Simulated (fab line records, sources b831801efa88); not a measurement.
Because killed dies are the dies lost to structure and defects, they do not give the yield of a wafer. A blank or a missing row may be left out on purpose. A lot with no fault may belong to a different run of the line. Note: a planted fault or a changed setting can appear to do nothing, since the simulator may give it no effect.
Comparing a struck lot with a sound one || flow sfqLine || 20 out of 325 route steps
Sound: these wafers, L162.1, L162.5, L162.6. Wafers struck: L170.1, L170.2, L170.6. The cause is named last.
At each step with rows: each side's tool, then ch and its chambers, then its first start. Under that, the readings that differ: sound wafers || struck wafers || difference of the means || sigmas: that difference in standard deviations of wafers without a fault.
alike: a reading whose means differ by less than 2 such deviations, as well as words and numbers matching on both sides. not compared: withheld readings; readings where some wafer has no value; bounds like >300 that might hide an equal value; numbers whose values overlap and for which the record gives no deviation.
Wherever a step has rows on one side only, a row that says differs or no value, or a row with sigmas, the two part there. When numbers do not overlap yet have no deviation, they are printed without sigmas and do not part them. A reading missing from all wafers of one side parts the sides only when that side holds two or more wafers.

first, 2 steps without rows for these wafers: SFQ_TRILAYER_I3_VIA_LITHO_PEB_088 (peb time 60 s); SFQ_TRILAYER_I3_VIA_LITHO_DEVELOP_087 (time 60 s).
SFQ_I3_OVL_MEAS_923:
  sound on overlay-01 at day 38 06:19; struck on overlay-01 at day 44 22:22
  alike: I3_OVL
then, 1 step without rows for these wafers: SFQ_TRILAYER_I3_VIA_BARC_OPEN_VIA_ETCH_121 (etches BARC in O2, target depth 125 nm, time 41.7 s).
SFQ_TRILAYER_I3_VIA_ETCH_VIA_ETCH_088: etches SiO2 in CHF3, stops on Nb, target depth 260 nm.
  sound on rieDiel-03 ch 0,3, day 38 06:23; struck on rieDiel-02 ch 0,1,2, day 44 22:26
  alike: drypumpMotorCurrentA, oesProductAu
SFQ_TRILAYER_I3_VIA_STRIP_STRIP_089: strips in O2.
  sound on rieMetal-03 ch 0,1, day 38 06:30; struck on rieMetal-03 ch 0,1, day 44 22:33
  alike: drypumpMotorCurrentA, oesProductAu, platenTempC
  not compared: rfHoursCounterH
then, 2 steps without rows for these wafers: SFQ_TRILAYER_I3_VIA_STRIP_SOLV_CLEAN_090 (cleans in NMP, time 600 s); SFQ_TRILAYER_M4_DEP_PRE_CLEAN_092 (time 22.5 s).
SFQ_TRILAYER_M4_DEP_SPUTTER_091: material Nb, target thk 200 nm, time 133.3 s.
  sound on pvdSputter-04 at day 38 07:18; struck on pvdSputter-03 at day 44 23:21
  alike: throttleValvePct
SFQ_M4_RS_MEAS_924: measurement is done with a four-point probe.
  sound on filmMetro-02 at day 38 07:23; struck on filmMetro-02 at day 44 23:27
  alike: M4_NB_RS
then, 1 step without rows for these wafers: SFQ_TRILAYER_M4_LITHO_COAT_098 (resist thk 62 nm).
SFQ_TRILAYER_M4_LITHO_COAT_093: resist thk 600 nm.
  sound on lithoTrack-03 ch 0, day 38 07:52; struck on lithoTrack-04 ch 0, day 44 23:56
{"reading": "model.KrF_of_TRILAYER_M4_LITHO_COAT_093.thkNm (nm)", "sound": "602.4 602.6 603.3", "struck": "648.1 648.1 650.9", "difference": "+46.3", "sigmas": ""}
then, 4 steps without rows for these wafers: SFQ_TRILAYER_M4_LITHO_SOFTBAKE_097; SFQ_TRILAYER_M4_LITHO_EXPOSE_094 (exposes mask M4, target cd 500 nm); SFQ_TRILAYER_M4_LITHO_PEB_096 (peb time 60 s); SFQ_TRILAYER_M4_LITHO_DEVELOP_095 (time 60 s).
SFQ_M4_OVL_MEAS_926:
  sound on overlay-02 at day 44 00:46; struck on overlay-01 at day 45 01:53
  alike: M4_OVL
SFQ_TRILAYER_M4_BARC_OPEN_METAL_ETCH_123: etches BARC in O2, target depth 125 nm, time 41.7 s.
  sound on rieMetal-04 ch 1, day 44 00:48; struck on rieMetal-03 ch 0,1, day 45 01:55
  alike: drypumpMotorCurrentA, oesProductAu
  not compared: rfHoursCounterH
SFQ_TRILAYER_M4_ETCH_METAL_ETCH_096: etches Nb in Cl2/Ar, stops on SiO2, target depth 240 nm, time 120 s.
  sound on rieMetal-04 ch 1, day 44 00:55; struck on rieMetal-03 ch 0,1, day 45 01:58
{"reading": "model.KrF_of_TRILAYER_M4_LITHO_COAT_093.thkNm (nm)", "sound": "388.4 387.4 389", "struck": "424.6 432.7 433.9", "difference": "+42.1", "sigmas": ""}
  alike: drypumpMotorCurrentA, oesProductAu
  not compared: rfHoursCounterH
SFQ_TRILAYER_M4_STRIP_STRIP_097: strips in O2.
  sound on rieMetal-04 ch 1, day 44 01:10; struck on rieMetal-03 ch 0,1, day 45 02:06
  alike: drypumpMotorCurrentA, oesProductAu, platenTempC
  not compared: rfHoursCounterH

## WHERE THEY PART
Nowhere in this record.

WHY: what had been put in by the simulator
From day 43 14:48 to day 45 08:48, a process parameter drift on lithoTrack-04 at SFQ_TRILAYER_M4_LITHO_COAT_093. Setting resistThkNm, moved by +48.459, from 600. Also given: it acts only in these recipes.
